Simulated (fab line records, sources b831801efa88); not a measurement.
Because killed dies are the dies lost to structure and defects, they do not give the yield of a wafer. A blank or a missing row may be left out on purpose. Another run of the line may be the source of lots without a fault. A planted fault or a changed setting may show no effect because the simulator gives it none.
Which tool is to blame? ; flow sky130 ; 6 lots with 18 wafers sampled at 3 steps, on a route of 708 steps

== WHAT EACH GAUGE READ, for each wafer ==
SKY_SONOS_ONO_THK_MEAS_01.
lot;measured;on;SONOS_ONO_OXIDATION_THK (nm)
L385;day 11 21:02;film_metro-04;2.56 2.46 2.54
L388;day 12 20:04;film_metro-03;2.63 2.69 2.68
L394;day 14 18:45;film_metro-03;2.50 2.52 2.49
L400;day 16 11:35;film_metro-04;2.57 2.58 2.56
L402;day 18 05:05;film_metro-02;2.95 2.99 2.89 2.99 3.03 2.95
L404;day 18 10:18;film_metro-04;2.66 2.64 2.65

== WHICH TOOL RAN EACH LOT (tool, then ch and the chambers of the sampled wafers, then the start) ==
lot;SKY_VT_ADJUST_LVTN_STRIP_09;SKY_SONOS_ONO_OXIDATION_00
L385;plasma_asher-04 ch 0,1, day 7 05:24;furnace-01 ch 0, day 11 19:41
L388;plasma_asher-04 ch 0,1, day 7 22:31;furnace-01 ch 0, day 12 18:42
L394;plasma_asher-01 ch 0,1, day 9 13:53;furnace-01 ch 0, day 14 17:23
L400;plasma_asher-03 ch 0,1, day 11 01:41;furnace-02 ch 0, day 16 10:15
L402;plasma_asher-03 ch 0,1, day 12 10:11;furnace-02 ch 0, day 18 03:43
L404;plasma_asher-04 ch 0,1, day 12 15:28;furnace-01 ch 0, day 18 08:56
- SKY_VT_ADJUST_LVTN_STRIP_09: strips in O2/N2.
- SKY_SONOS_ONO_OXIDATION_00: stabilise 600 s, purge 300 s, target thk 2.6 nm.

== THE ANSWER, worked out from the rows above alone ==
Rule: usual is defined by the lots themselves. Put in order of their means at a reading, lots are off if they are a third of the lots or fewer, leave a main group of 4 or more, and stand apart from it by a gap of 3 or more times the standard deviation of the main group's means; of several such gaps the widest counts. The tables above print the reading to a certain number of digits; a main group whose means all agree to those digits is not used. A lot without any number at a reading at which 4 lots or more have one is off too. The other lots that the step has rows for count as sound.
Off: L402, at SKY_SONOS_ONO_THK_MEAS_01 (SONOS_ONO_OXIDATION_THK). Mean 2.58 nm and standard deviation 0.066 in the main group.
A tool fits if, at a process step before that reading, it ran every lot that is off, and no sound lot after the first of them. Gauges at SKY_SONOS_ONO_THK_MEAS_01: tried the same way as those tools. Can't be told from this: 3 tools fit, plasma_asher-03 at SKY_VT_ADJUST_LVTN_STRIP_09, furnace-02 at SKY_SONOS_ONO_OXIDATION_00, film_metro-02 at SKY_SONOS_ONO_THK_MEAS_01.

== WHAT THE SIMULATOR PUT IN ==
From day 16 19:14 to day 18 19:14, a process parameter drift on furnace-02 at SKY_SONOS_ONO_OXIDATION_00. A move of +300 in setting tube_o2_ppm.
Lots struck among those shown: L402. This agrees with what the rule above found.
